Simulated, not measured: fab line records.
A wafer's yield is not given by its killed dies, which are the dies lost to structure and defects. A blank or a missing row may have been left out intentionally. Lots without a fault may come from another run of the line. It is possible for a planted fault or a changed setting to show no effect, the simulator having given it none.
fab line records	flow sky130
record lots=7	wafers=21	lastDay=49
route steps=708 shown SONOS_ONO@182 GATE_OXIDE@187 PAD_OPEN@708
lots untouched by any fault: they come from a run of this same line in which no faults occurred
startH: the number of hours between the record's first day and the start of the first shown wafer of the lot	waitH: time in hours since the lot's previous step	" repeats the value in the row above	L1.1+2: a single row standing in for several wafers	- either no value or no given start	* or withheld: withheld	< > ~ a bound
route shown NAME@n: a module of which the file shows steps, and the number in the route of the first	usual: mean/standard deviation taken from wafers without a fault	same: alike in all rows	chamber/n: place in a boat	sites: per-site readings	_std_site: the standard deviation of these	_edge_site: inner sites' mean taken away from outer sites' mean	radiusMm: for every site, how far away it sits from the centre of the wafer	mask NAME#n: copy n	behind: the tool/chamber that last shaped the wafer	hold: reason for holding the lot/hours on hold/outcome of the hold	device: which transistor (n, p or np) failed to switch	end of line: tests of these same wafers at the route's end	a step without rows: its recipe alone	killed: the dies lost at the first sort to structure and to defects; this is not the yield of the wafer	map: a wafer's dies, x killed, . not, _ none there
set.NAME: the setting that was run; set.NAME@STEP: the one run at that earlier step	model.NAME: the simulator's own value behind a step, which no gauge read
lots seen at some steps along the route; tables by step, rows by wafer
services: from which hour (startH, from the record's first day; less than 0 if before it) a tool's chamber was out of use, for how many hours, and why
## steps
# step SKY_SONOS_ONO_OVL_MEAS_14
# usual SONOS_ONO_OVL=-1.8/1.4
lot.wafer	tool	chamber	startH	waitH	SONOS_ONO_OVL[nm]
L344.1	overlay-02	-	326.31	0.1	-0.1
L344.3	"	-	"	"	-2.1
L344.5	"	-	"	"	-2.0
L349.3	overlay-02	-	367.08	0.1	-1.9
L349.5	"	-	"	"	-1.5
L349.6	"	-	"	"	-1.9
L353.2	overlay-01	-	400.62	0.1	-0.8
L353.3	"	-	"	"	-1.2
L353.4	"	-	"	"	0.7
L354.2	overlay-02	-	407.00	0.1	-3.2
L354.3	"	-	"	"	-3.5
L354.4	"	-	"	"	-1.8
L356.2	overlay-02	-	422.88	0.1	-3.2
L356.3	"	-	"	"	-3.7
L356.6	"	-	"	"	-1.1
L358.3	overlay-01	-	437.70	0.1	-1.1
L358.5	"	-	"	"	0.1
L358.6	"	-	"	"	-0.1
L359.3	overlay-02	-	449.90	0.1	0.2
L359.4	"	-	"	"	-0.7
L359.5	"	-	"	"	-2.0
# step SKY_SONOS_ONO_ETCH_15
# recipe targetDepthNm=19.52	chemistry=CHF3/O2	sourceW=610.5	biasW=200	pressureMtorr=40	chf3FlowSccm=50	O2_flow_sccm=5	timeS=7.8
# usual chf3FlowSccm=50.00/0.16	drypumpMotorCurrentA=5.7/0.4	oesProductAu=1.006/0.0068	throttleValvePct=8.827/0.009
lot.wafer	tool	chamber	startH	waitH	chf3FlowSccm	drypumpMotorCurrentA	oesProductAu	rfHoursCounterH	throttleValvePct
L344.1	rieDiel-04	1	326.35	0.0	49.91	5.8	1.007	14	8.818
L344.3	"	3	"	"	50.05	5.6	0.993	25	8.819
L344.5	"	3	"	"	50.07	5.6	0.996	-	8.834
L349.3	rieDiel-03	3	367.11	0.0	49.80	6.3	1.007	71	8.822
L349.5	"	3	"	"	49.65	6.4	0.996	-	8.844
L349.6	"	2	"	"	50.00	5.0	1.003	-	8.832
L353.2	rieDiel-01	2	400.65	0.0	49.99	6.0	1.004	9	8.811
L353.3	"	3	"	"	50.02	5.7	1.002	1	8.821
L353.4	"	1	"	"	50.35	5.8	1.008	104	8.821
L354.2	rieDiel-01	1	407.03	0.0	50.30	5.9	1.010	104	8.815
L354.3	"	2	"	"	50.21	6.0	1.008	9	8.836
L354.4	"	0	"	"	50.21	5.7	1.004	101	8.828
L356.2	rieDiel-03	0	422.91	0.0	50.10	6.4	1.009	1	8.818
L356.3	"	1	"	"	50.07	5.9	1.007	85	8.833
L356.6	"	1	"	"	50.00	5.9	1.002	-	8.825
L358.3	rieDiel-01	2	437.73	0.0	50.08	6.0	1.001	9	8.817
L358.5	"	2	"	"	50.08	6.0	1.013	-	8.811
L358.6	"	1	"	"	50.05	5.8	0.990	-	8.820
L359.3	rieDiel-01	2	449.94	0.0	50.28	6.0	1.003	-	8.827
L359.4	"	1	"	"	50.10	5.9	1.001	-	8.828
L359.5	"	2	"	"	49.89	6.0	1.011	-	8.828
# step SKY_SONOS_ONO_WET_ETCH_16
# recipe chemistry=dHF	targetDepthNm=14	dry=n2Spin	target=SiO2	dilution=100:1	tempC=25	timeS=280
# step SKY_SONOS_ONO_STRIP_17
# recipe chemistry=O2/N2	powerW=1400	pressureMtorr=1500	platenTempC=withheld	o2FlowSccm=3000	n2FlowSccm=300	overashFraction=0.5
# usual drypumpMotorCurrentA=6.1/0.43	oesProductAu=0.710/0.0045	stripTimeToEndpointS=14.11/0.032
lot.wafer	tool	chamber	startH	waitH	drypumpMotorCurrentA	oesProductAu	rfHoursCounterH	stripTimeToEndpointS
L344.1	plasmaAsher-01	1	326.45	0.0	5.9	0.709	68	14.15
L344.3	"	1	"	"	5.9	0.708	-	14.18
L344.5	"	0	"	"	5.7	0.712	-	14.13
L349.3	plasmaAsher-03	0	367.25	0.0	6.4	0.704	-	14.12
L349.5	"	0	"	"	6.5	0.706	-	14.11
L349.6	"	1	"	"	5.3	0.707	-	14.12
L353.2	plasmaAsher-04	0	400.75	0.0	6.4	0.710	74	14.09
L353.3	"	1	"	"	6.5	0.711	-	14.08
L353.4	"	0	"	"	6.4	0.708	-	14.11
L354.2	plasmaAsher-03	1	407.14	0.0	5.3	0.708	58	14.10
L354.3	"	1	"	"	5.3	0.706	-	14.05
L354.4	"	0	"	"	6.4	0.706	-	14.07
L356.2	plasmaAsher-04	1	423.18	0.0	6.5	0.708	76	14.09
L356.3	"	0	"	"	6.4	0.718	-	14.12
L356.6	"	0	"	"	6.4	0.714	-	14.12
L358.3	plasmaAsher-04	0	437.95	0.0	6.4	0.693	-	14.12
L358.5	"	1	"	"	6.5	0.713	-	14.06
L358.6	"	0	"	"	6.4	0.709	-	14.09
L359.3	plasmaAsher-01	0	450.08	0.0	5.7	0.711	-	14.12
L359.4	"	1	"	"	5.9	0.711	-	14.09
L359.5	"	0	"	"	5.7	0.710	-	14.06
# step SKY_SONOS_ONO_WET_ETCH_18
# recipe chemistry=H3PO4	targetDepthNm=15	target=Si3N4	tempC=160	timeS=172
# step SKY_GATE_OXIDE_CLEAN_00
# recipe chemistry=SC1/SC2	mix=1:4:20	tempC=70	timeS=150	dry=n2Spin
# step SKY_GATE_OXIDE_OXIDATION_01
# recipe tempC=900	ambient=O2	stabiliseS=600	purgeS=300	targetThkA=102.68	oxTimeS=1473
# step SKY_GATE_OXIDE_THK_MEAS_02
# recipe reads=SiO2_of_GATE_OXIDE_OXIDATION_01
# usual GATE_OXIDE_OXIDATION_00_THK=10.34/0.2
lot.wafer	tool	chamber	startH	waitH	GATE_OXIDE_OXIDATION_00_THK[nm]
L344.1	filmMetro-04	-	328.93	0.0	10.14
L344.3	"	-	"	"	9.84
L344.5	"	-	"	"	10.07
L349.3	filmMetro-03	-	372.03	0.0	10.27
L349.5	"	-	"	"	10.36
L349.6	"	-	"	"	10.25
L353.2	filmMetro-01	-	402.71	0.0	10.18
L353.3	"	-	"	"	10.41
L353.4	"	-	"	"	10.08
L354.2	filmMetro-03	-	409.98	0.0	10.17
L354.3	"	-	"	"	10.21
L354.4	"	-	"	"	10.08
L356.2	filmMetro-01	-	426.00	0.0	10.06
L356.3	"	-	"	"	10.09
L356.6	"	-	"	"	9.92
L358.3	filmMetro-03	-	439.64	0.0	10.09
L358.5	"	-	"	"	10.45
L358.6	"	-	"	"	10.30
L359.3	filmMetro-03	-	451.68	0.0	10.23
L359.4	"	-	"	"	10.39
L359.5	"	-	"	"	10.26
# step SKY_GATE_OXIDE_DEHYDRATE_03
# recipe tempC=200	timeS=60
# step SKY_GATE_OXIDE_HMDS_04
# recipe primeTimeS=60	primeTempC=120
# step SKY_GATE_OXIDE_COAT_05
# recipe resist=NOVOLAK	spinRpm=3000	resistThkNm=1140
# step SKY_GATE_OXIDE_SOFTBAKE_06
# recipe tempC=90	timeS=60	resist=NOVOLAK
# step SKY_GATE_OXIDE_EXPOSE_07
# recipe maskId=LVOM	na=0.6	sourceShape=conventional	sigmaOuter=0.6	polarization=unpolarized	targetCdNm=600	doseMj=170
lot.wafer	tool	chamber	startH	waitH	mask	model.GATE_OXIDE.overlayXNm
L344.1+3+5	ilineStepper-02	0	342.75	-	LVOM#0	0.2346
L349.3+5+6	ilineStepper-01	0	386.36	-	LVOM#0	0.3277
L353.2+3+4	ilineStepper-01	0	417.62	-	LVOM#0	123.4
L354.2+3+4	ilineStepper-02	0	424.58	-	LVOM#0	-0.1693
L356.2+3+6	ilineStepper-02	0	441.46	-	LVOM#0	-1.071
L358.3+5+6	ilineStepper-01	0	454.92	-	LVOM#0	125.1
L359.3+4+5	ilineStepper-01	0	466.54	-	LVOM#0	125.6
# step SKY_GATE_OXIDE_PEB_08
# recipe tempC=withheld	timeS=*	resist=NOVOLAK
# step SKY_GATE_OXIDE_DEVELOP_09
# recipe resist=NOVOLAK	developer=TMAH	developTimeS=60	devTempC=23
# step SKY_GATE_OXIDE_OVL_MEAS_10
# usual GATE_OXIDE_OVL=-1.3/1.4
lot.wafer	tool	chamber	startH	waitH	GATE_OXIDE_OVL[nm]
L344.1	overlay-01	-	356.09	0.1	-2.4
L344.3	"	-	"	"	-1.8
L344.5	"	-	"	"	-1.4
L349.3	overlay-02	-	400.92	0.1	-1.4
L349.5	"	-	"	"	-2.0
L349.6	"	-	"	"	-1.6
L353.2	overlay-02	-	432.80	0.1	122.7
L353.3	"	-	"	"	122.4
L353.4	"	-	"	"	123.7
L354.2	overlay-02	-	439.90	0.1	-3.6
L354.3	"	-	"	"	-3.7
L354.4	"	-	"	"	-2.1
L356.2	overlay-01	-	456.26	0.1	-1.6
L356.3	"	-	"	"	-2.6
L356.6	"	-	"	"	-4.0
L358.3	overlay-01	-	470.21	0.1	124.8
L358.5	"	-	"	"	124.8
L358.6	"	-	"	"	123.6
L359.3	overlay-01	-	482.36	0.1	123.6
L359.4	"	-	"	"	126.9
L359.5	"	-	"	"	124.9
# step SKY_GATE_OXIDE_IMPLANT_11
# recipe species=B	energyKev=10	doseCm2=2.6e+12	tiltDeg=withheld
# step SKY_PAD_OPEN_PROBE_99
# usual killed_at_M0_to_M3=43/6.5	killed_at_M4_up=3.2/1.8	killedAtContacts=24/5	killedAtFrontEnd=15/4.1	killedAtOther=0.3/0.54	killedDies=85/9.3	killedOpen=47/7.2	killedShort=39/5.9
# same grossDies=492	killedAtBackSide=0
lot.wafer	tool	chamber	startH	waitH	killed_at_M0_to_M3	killed_at_M4_up	killedAtContacts	killedAtFrontEnd	killedAtOther	killedDies	killedOpen	killedShort
L349.3	prober-02	-	1141.96	0.2	51	5	31	10	1	98	55	43
L349.5	prober-02	-	1142.06	0.2	34	4	21	17	0	76	45	31
L349.6	prober-02	-	1142.11	0.2	36	1	21	21	0	79	38	41
# killed by level:class
L349.3 VIA1:geometricParticle:open=14 VIA2:geometricParticle:open=10 CONTACT:geometricParticle:open=9 LI_CONTACT:geometricParticle:open=8 VIA3:geometricParticle:open=7 POLY_GATE:geometricParticle:short=6 LOCAL_INTERCONNECT:geometricParticle:short=5 VIA1:geometricParticle:short=5
L349.5 CONTACT:geometricParticle:open=12 VIA1:geometricParticle:open=6 POLY_GATE:geometricParticle:open=6 VIA3:geometricParticle:open=6 METAL4:geometricParticle:short=4 FIELD_ISO:geometricParticle:short=4 CONTACT:geometricParticle:short=4 METAL1:geometricParticle:short=4
L349.6 METAL1:geometricParticle:short=8 VIA1:geometricParticle:short=7 POLY_GATE:geometricParticle:open=6 LI_CONTACT:geometricParticle:open=6 CONTACT:geometricParticle:open=6 POLY_GATE:geometricParticle:short=5 METAL2:geometricParticle:short=5 VIA1:geometricParticle:open=4
## services
tool	chamber	startH	hours	kind
plasmaAsher-01	-	307.09	7.8	repair
rieDiel-01	2	307.27	2.4	repair
ilineStepper-01	-	315.29	4.3	pm
plasmaAsher-03	-	317.45	8.4	repair
ilineStepper-01	-	323.72	1.7	pm
rieDiel-01	0	327.39	12.7	repair
ilineStepper-01	-	343.43	4.4	pm
plasmaAsher-01	-	363.29	31.4	repair
ilineStepper-02	-	366.70	29.2	repair
rieDiel-04	0	386.27	4.2	repair
rieDiel-04	1	406.07	5.0	repair
rieDiel-04	2	414.05	8.8	repair
rieDiel-01	1	414.83	-	clean
rieDiel-01	1	414.83	10.6	scheduledDown
rieDiel-01	1	414.83	10.6	ventCycle
rieDiel-04	0	417.19	3.3	repair
plasmaAsher-01	-	421.31	9.0	pm
ilineStepper-01	-	421.52	14.7	repair
rieDiel-01	0	433.62	-	clean
rieDiel-01	0	433.62	28.0	scheduledDown
rieDiel-01	0	433.62	28.0	ventCycle
rieDiel-01	3	438.51	13.3	repair
ilineStepper-02	-	461.26	3.3	repair
rieDiel-04	2	465.96	5.6	repair
## key
firstSign step=SKY_GATE_OXIDE_OVL_MEAS_10	reading=GATE_OXIDE_OVL	direction=up	sigmas=91	usual=-1.3	struck=124.2
effect none on later readings
modelEffect step=SKY_GATE_OXIDE_EXPOSE_07	value=GATE_OXIDE.overlayXNm	without=-0.1404	struck=124.7
metAt SKY_GATE_OXIDE_EXPOSE_07
struckWafers L353.2,L353.3,L353.4,L358.3,L358.5,L358.6,L359.3,L359.4,L359.5
testerLeftOut L353,L358,L359
onsetBetween 386.36 417.62
fault kind=scannerMatchingOverlay	tool=ilineStepper-01	chamber=-	onsetH=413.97	steps=SKY_GATE_OXIDE_EXPOSE_07	offset=124.85
# testerLeftOut: of these lots the tester's yield and bins aren't shown, on N5 and GAA mostly nor the transistor test; their killed dies are dies lost to structure and defects alone, not to doping, threshold or leakage, so they don't give the yield
